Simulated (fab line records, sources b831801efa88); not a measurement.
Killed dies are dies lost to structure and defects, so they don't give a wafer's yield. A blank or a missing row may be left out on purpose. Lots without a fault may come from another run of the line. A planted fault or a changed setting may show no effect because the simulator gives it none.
Tool commonality check | flow sky130 | 12 lots, 42 wafers sampled

WHY IT WAS OPENED
At SKY_VT_ADJUST_NCORE_TW_MEAS_11 the reading VT_ADJUST_NCORE_TW is flagged on 2 of 12 lots. Wafers without a fault read 219.6, standard deviation 1.4.
Rule: a lot is flagged when every wafer of it that has a number lies more than 4 standard deviations from that mean, or none has a number. The other lots count as sound.

lot  | measured     | on            | VT_ADJUST_NCORE_TW, wafer by wafer  | flag
L425 | day 8 18:31  | film_metro-03 | 218.8 218.4 218.9                   |
L426 | day 8 21:21  | film_metro-03 | 217.8 217.4 217.2                   |
L427 | day 9 00:30  | film_metro-03 | 218.0 217.8 218.3                   |
L428 | day 9 08:36  | film_metro-01 | 221.5 221.4 221.1                   |
L429 | day 9 11:58  | film_metro-04 | 219.6 219.9 220.3                   |
L432 | day 10 15:47 | film_metro-04 | 219.3 220.3 220.2                   |
L433 | day 10 21:31 | film_metro-04 | 219.7 218.2 218.8                   |
L434 | day 11 06:05 | film_metro-03 | 219.0 218.1 217.8                   |
L437 | day 12 05:00 | film_metro-03 | 220.0 217.4 219.1                   |
L440 | day 12 22:01 | film_metro-03 | 229.6 229.4 230.7 229.2 229.8 230.1 | FLAGGED
L445 | day 14 12:36 | film_metro-01 | 232.5 231.4 230.3 231.6 231.8 231.0 | FLAGGED
L448 | day 15 09:54 | film_metro-01 | 219.8 220.9 221.0                   |
The numbers of the flagged lots are 230.6 on average: +11.0 against the usual, or +8 standard deviations.

WHICH TOOL RAN EACH LOT
The record holds 2 process steps before the reading, out of a route of 708 steps. In each cell: the tool, then ch and the chambers that the sampled wafers went through, then the start.
lot  | flag    | SKY_VT_ADJUST_LVTN_STRIP_09          | SKY_VT_ADJUST_NCORE_IMPLANT_09
L425 |         | plasma_asher-01 ch 0,1, day 7 01:16  | implanter-02 ch 0, day 8 18:17
L426 |         | plasma_asher-04 ch 0,1, day 7 03:56  | implanter-03 ch 0, day 8 21:07
L427 |         | plasma_asher-04 ch 1, day 7 07:16    | implanter-02 ch 0, day 9 00:16
L428 |         | plasma_asher-04 ch 0,1, day 7 14:14  | implanter-04 ch 0, day 9 08:21
L429 |         | plasma_asher-01 ch 0,1, day 7 18:05  | implanter-04 ch 0, day 9 11:43
L432 |         | plasma_asher-04 ch 0, day 8 19:49    | implanter-02 ch 0, day 10 15:32
L433 |         | plasma_asher-04 ch 0,1, day 9 00:20  | implanter-02 ch 0, day 10 21:16
L434 |         | plasma_asher-01 ch 0,1, day 9 08:56  | implanter-02 ch 0, day 11 05:50
L437 |         | plasma_asher-01 ch 0,1, day 10 05:56 | implanter-02 ch 0, day 12 04:45
L440 | FLAGGED | plasma_asher-04 ch 0,1, day 10 22:23 | implanter-04 ch 0, day 12 21:49
L445 | FLAGGED | plasma_asher-04 ch 0,1, day 12 09:14 | implanter-04 ch 0, day 14 12:21
L448 |         | plasma_asher-02 ch 0,1, day 13 04:59 | implanter-03 ch 0, day 15 09:39
What these steps do:
- SKY_VT_ADJUST_LVTN_STRIP_09: strips in O2/N2.
- SKY_VT_ADJUST_NCORE_IMPLANT_09
- SKY_VT_ADJUST_NCORE_TW_MEAS_11

FLAGGED OVER TOTAL, TOOL BY TOOL (the gauges that took the reading come last)
step                           | tool            | lots run | flagged | share of the flagged lots | sound lots run after its first flagged lot
SKY_VT_ADJUST_LVTN_STRIP_09    | plasma_asher-01 | 4        | 0       | none                      | -
SKY_VT_ADJUST_LVTN_STRIP_09    | plasma_asher-02 | 1        | 0       | none                      | -
SKY_VT_ADJUST_LVTN_STRIP_09    | plasma_asher-04 | 7        | 2       | all                       | 0
SKY_VT_ADJUST_NCORE_IMPLANT_09 | implanter-02    | 6        | 0       | none                      | -
SKY_VT_ADJUST_NCORE_IMPLANT_09 | implanter-03    | 2        | 0       | none                      | -
SKY_VT_ADJUST_NCORE_IMPLANT_09 | implanter-04    | 4        | 2       | all                       | 0
SKY_VT_ADJUST_NCORE_TW_MEAS_11 | film_metro-01   | 3        | 1       | some                      | 1 (L448)
SKY_VT_ADJUST_NCORE_TW_MEAS_11 | film_metro-03   | 6        | 1       | some                      | 0
SKY_VT_ADJUST_NCORE_TW_MEAS_11 | film_metro-04   | 3        | 0       | none                      | -

WHAT THE TABLE ALLOWS
2 rows of the table ran every flagged lot: plasma_asher-04 at SKY_VT_ADJUST_LVTN_STRIP_09, implanter-04 at SKY_VT_ADJUST_NCORE_IMPLANT_09.
- plasma_asher-04 at SKY_VT_ADJUST_LVTN_STRIP_09: 2 of its 7 lots flagged. Its last sound lot is L433 (day 9 00:20), its first flagged lot L440 (day 10 22:23): a fault that began between those two fits.
- implanter-04 at SKY_VT_ADJUST_NCORE_IMPLANT_09: 2 of its 4 lots flagged. Its last sound lot is L429 (day 9 11:43), its first flagged lot L440 (day 12 21:49): a fault that began between those two fits. Its own readings lie more than 4 standard deviations out on every wafer of the flagged lots: beam_on_s, faraday_current_uA.
Counting lots can't tell these 2 tools apart, because each fits a fault that began at some hour. More lots, or a look at what each step does to the wafer, might.

WHAT THE SIMULATOR HAD PUT IN
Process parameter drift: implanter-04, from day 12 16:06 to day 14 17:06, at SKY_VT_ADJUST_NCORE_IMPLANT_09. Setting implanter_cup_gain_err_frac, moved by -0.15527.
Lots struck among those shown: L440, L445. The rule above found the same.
